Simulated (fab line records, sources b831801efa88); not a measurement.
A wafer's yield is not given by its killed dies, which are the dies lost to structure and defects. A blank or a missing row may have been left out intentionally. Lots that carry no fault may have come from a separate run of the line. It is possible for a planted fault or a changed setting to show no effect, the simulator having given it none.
What tool caused it? | flow sky130 | 13 lots with 38 wafers sampled at 6 steps, on a route of 708 steps

## WHAT EACH GAUGE READ, for each wafer
SKY_LOCAL_INTERCONNECT_CD_MEAS_11: target cd 170 nm. Usual: cd_nm reads 169.8 nm (standard deviation 1.4).
lot  | measured     | on        | cd_nm (nm)        | flag
L568 | day 30 13:14 | cd_sem-01 | 168.1 169.9 168.5 |
L573 | day 32 10:29 | cd_sem-01 | 168.7 170.5 169.2 |
L574 | day 32 21:08 | cd_sem-01 | 167.9 167.7 167.5 |
L576 | day 33 14:37 | cd_sem-01 | 168.1 168.8 169.3 |
L578 | day 34 03:49 | cd_sem-02 | 168.0 169.2 168.4 |
L580 | day 34 14:49 | cd_sem-02 | 171.7 170.5 170.9 |
L581 | day 34 16:08 | cd_sem-01 | 169.9 169.7 169.7 |
L582 | day 34 21:32 | cd_sem-02 | 171.5 170.8 171.5 |
L585 | day 36 00:52 | cd_sem-02 | 170.0 170.2       |
L587 | day 36 09:57 | cd_sem-02 | 173.3 172.6 172.6 |
L588 | day 36 14:43 | cd_sem-01 | 169.2 168.8 169.4 |
L589 | day 37 05:46 | cd_sem-02 | 169.3 169.8 171.2 |
L591 | day 37 15:58 | cd_sem-02 | 170.4 170.3 171.8 |

SKY_CONTACT_THK_MEAS_03. Usual: CONTACT_HDPCVD_THK typically reads 564 nm, with standard deviation 5.7.
lot  | measured     | on            | CONTACT_HDPCVD_THK (nm) | flag
L568 | day 30 14:16 | film_metro-03 | 563 566 563             |
L573 | day 32 11:31 | film_metro-03 | 566 572 565             |
L574 | day 32 22:10 | film_metro-01 | 560 563 561             |
L576 | day 33 15:38 | film_metro-02 | 564 564 569             |
L578 | day 34 04:59 | film_metro-03 | 470 458 464             | OFF
L580 | day 34 15:50 | film_metro-02 | 454 449 439             | OFF
L581 | day 34 17:10 | film_metro-03 | 464 452 457             | OFF
L582 | day 34 22:34 | film_metro-02 | 557 563 557             |
L585 | day 36 01:59 | film_metro-02 | 565 566                 |
L587 | day 36 11:00 | film_metro-03 | 558 560 556             |
L588 | day 36 15:47 | film_metro-03 | 562 559 575             |
L589 | day 37 06:58 | film_metro-01 | 564 566 568             |
L591 | day 37 17:01 | film_metro-03 | 564 558 565             |

SKY_CONTACT_BOW_MEAS_05. Usual: CONTACT_BOW typically reads 82 um, with standard deviation 7.1.
lot  | measured     | on            | CONTACT_BOW (um) | flag
L568 | day 30 14:38 | film_metro-01 | 80 75 82         |
L573 | day 32 11:56 | film_metro-01 | 92 74 83         |
L574 | day 32 22:37 | film_metro-02 | 88 76 81         |
L576 | day 33 16:00 | film_metro-01 | 93 81 69         |
L578 | day 34 05:21 | film_metro-01 | 73 75 81         |
L580 | day 34 16:12 | film_metro-01 | 87 90 84         |
L581 | day 34 17:32 | film_metro-03 | 72 92 80         |
L582 | day 34 22:55 | film_metro-03 | 84 84 99         |
L585 | day 36 02:22 | film_metro-03 | 70 83            |
L587 | day 36 11:25 | film_metro-01 | 84 77 87         |
L588 | day 36 16:08 | film_metro-02 | 83 75 78         |
L589 | day 37 07:19 | film_metro-02 | 74 83 86         |
L591 | day 37 17:23 | film_metro-02 | 74 78 77         |

## WHAT TOOL EACH LOT RAN ON (gives the tool, then ch and the chambers of the sampled wafers, and finally the start)
lot  | SKY_LOCAL_INTERCONNECT_STRIP_15      | SKY_CONTACT_HDPCVD_02            | SKY_CONTACT_CMP_04
L568 | plasma_asher-04 ch 0,1, day 30 13:29 | hdpcvd-01 ch 0,1, day 30 14:11   | cmp-01 ch 1,2,3, day 30 14:22
L573 | plasma_asher-02 ch 1, day 32 10:46   | hdpcvd-01 ch 0,2, day 32 11:27   | cmp-01 ch 0,1, day 32 11:41
L574 | plasma_asher-04 ch 0,1, day 32 21:25 | hdpcvd-01 ch 0,1, day 32 22:05   | cmp-01 ch 1,2,3, day 32 22:25
L576 | plasma_asher-04 ch 0,1, day 33 14:53 | hdpcvd-02 ch 1,2, day 33 15:34   | cmp-01 ch 2,3, day 33 15:42
L578 | plasma_asher-04 ch 0,1, day 34 04:10 | hdpcvd-01 ch 0,1, day 34 04:54   | cmp-01 ch 0,1, day 34 05:05
L580 | plasma_asher-02 ch 0,1, day 34 15:05 | hdpcvd-01 ch 0,1, day 34 15:46   | cmp-01 ch 0,1,3, day 34 15:54
L581 | plasma_asher-03 ch 0,1, day 34 16:25 | hdpcvd-01 ch 0,1,2, day 34 17:06 | cmp-01 ch 1,2,3, day 34 17:20
L582 | plasma_asher-04 ch 0,1, day 34 21:49 | hdpcvd-02 ch 0,2, day 34 22:29   | cmp-01 ch 0,1,2, day 34 22:37
L585 | plasma_asher-02 ch 1, day 36 01:15   | hdpcvd-02 ch 0, day 36 01:54     | cmp-01 ch 2,3, day 36 02:05
L587 | plasma_asher-03 ch 0,1, day 36 10:15 | hdpcvd-02 ch 0,1,2, day 36 10:55 | cmp-01 ch 0,3, day 36 11:04
L588 | plasma_asher-04 ch 0,1, day 36 15:01 | hdpcvd-02 ch 1,2, day 36 15:43   | cmp-01 ch 1,3, day 36 15:53
L589 | plasma_asher-04 ch 1, day 37 06:09   | hdpcvd-01 ch 0,1,2, day 37 06:53 | cmp-01 ch 1,2, day 37 07:01
L591 | plasma_asher-03 ch 0,1, day 37 16:14 | hdpcvd-01 ch 0,1,2, day 37 16:57 | cmp-02 ch 1,2,3, day 37 17:05
- SKY_LOCAL_INTERCONNECT_STRIP_15: strips in O2/N2.
- SKY_CONTACT_HDPCVD_02: deposits SiO2, target thk 565 nm, time 94.2 s.
- SKY_CONTACT_CMP_04: polishes SiO2.

## WHAT THE TOOLS THEMSELVES READ (means of the sampled wafers that have a number; where no wafer has one, the mark that the record gives instead)
SKY_LOCAL_INTERCONNECT_STRIP_15. Usual: drypump_motor_current_A 5.9 A, standard deviation 0.36; oes_product_au 0.427 a.u., standard deviation 0.0044; strip_time_to_endpoint_s 4.720 s, standard deviation 0.025.
lot  | tool            | drypump_motor_current_A (A) | oes_product_au (a.u.) | strip_time_to_endpoint_s (s) | flag
L568 | plasma_asher-04 | 6.1                         | 0.428                 | 4.731                        |
L573 | plasma_asher-02 | 6.2                         | 0.426                 | 4.758                        |
L574 | plasma_asher-04 | 6.1                         | 0.427                 | 4.696                        |
L576 | plasma_asher-04 | 6.3                         | 0.428                 | 4.758                        |
L578 | plasma_asher-04 | 6.2                         | 0.428                 | 4.735                        |
L580 | plasma_asher-02 | 5.9                         | 0.428                 | 4.679                        |
L581 | plasma_asher-03 | 5.5                         | 0.423                 | 4.715                        |
L582 | plasma_asher-04 | 6.2                         | 0.425                 | 4.686                        |
L585 | plasma_asher-02 | 6.2                         | 0.429                 | 4.707                        |
L587 | plasma_asher-03 | 5.5                         | 0.427                 | 4.722                        |
L588 | plasma_asher-04 | 6.1                         | 0.427                 | 4.723                        |
L589 | plasma_asher-04 | 6.4                         | 0.430                 | 4.735                        |
L591 | plasma_asher-03 | 5.5                         | 0.425                 | 4.735                        |

SKY_CONTACT_HDPCVD_02. Usual: sih4_flow_sccm reads 60.02 sccm (standard deviation 0.18).
lot  | tool      | sih4_flow_sccm (sccm) | flag
L568 | hdpcvd-01 | 60.01                 |
L573 | hdpcvd-01 | 59.93                 |
L574 | hdpcvd-01 | 60.07                 |
L576 | hdpcvd-02 | 60.00                 |
L578 | hdpcvd-01 | 48.00                 | OFF
L580 | hdpcvd-01 | 48.31                 | OFF
L581 | hdpcvd-01 | 48.12                 | OFF
L582 | hdpcvd-02 | 60.01                 |
L585 | hdpcvd-02 | 60.05                 |
L587 | hdpcvd-02 | 60.05                 |
L588 | hdpcvd-02 | 60.08                 |
L589 | hdpcvd-01 | 60.03                 |
L591 | hdpcvd-01 | 59.96                 |

SKY_CONTACT_CMP_04. Usual: motor_current_A 11.0 A, standard deviation 0.72; time_to_endpoint_s 84 s, standard deviation 4.8.
lot  | tool   | motor_current_A (A) | time_to_endpoint_s (s) | flag
L568 | cmp-01 | 11.1                | 85                     |
L573 | cmp-01 | 10.2                | 83                     |
L574 | cmp-01 | 10.8                | 84                     |
L576 | cmp-01 | 10.9                | 84                     |
L578 | cmp-01 | 10.4                | 45                     | OFF
L580 | cmp-01 | 11.1                | 43                     | OFF
L581 | cmp-01 | 11.4                | 47                     | OFF
L582 | cmp-01 | 10.7                | 81                     |
L585 | cmp-01 | 11.2                | 84                     |
L587 | cmp-01 | 10.5                | 82                     |
L588 | cmp-01 | 11.4                | 88                     |
L589 | cmp-01 | 11.1                | 87                     |
L591 | cmp-02 | 11.7                | 82                     |

## THE ANSWER, worked out from the rows above alone
Rule: lot off if the mean of its wafers having a number is beyond 3 standard deviations from the usual mean. A lot without any number at a reading at which 4 lots or more have one is off too. All remaining lots with rows at the step are treated as sound. After the gauges, taken in route order, come the tools' own readings; for these a lot's mean is taken, as printed above. The first step at which some lot is off is used, and at that step the reading that is off furthest; a lot without a number counts as furthest.
Off: at SKY_CONTACT_THK_MEAS_03 (CONTACT_HDPCVD_THK), L578, L580, L581.
A tool fits if, at a process step before that reading, it ran every lot that is off, and no sound lot after the first of them. Not tried: the gauges at SKY_CONTACT_THK_MEAS_03; whatever is off there is also off at SKY_CONTACT_HDPCVD_02, on other tools, and gauge error can't account for it. None of those tried fits.

## WHAT THE SIMULATOR HAD INSERTED
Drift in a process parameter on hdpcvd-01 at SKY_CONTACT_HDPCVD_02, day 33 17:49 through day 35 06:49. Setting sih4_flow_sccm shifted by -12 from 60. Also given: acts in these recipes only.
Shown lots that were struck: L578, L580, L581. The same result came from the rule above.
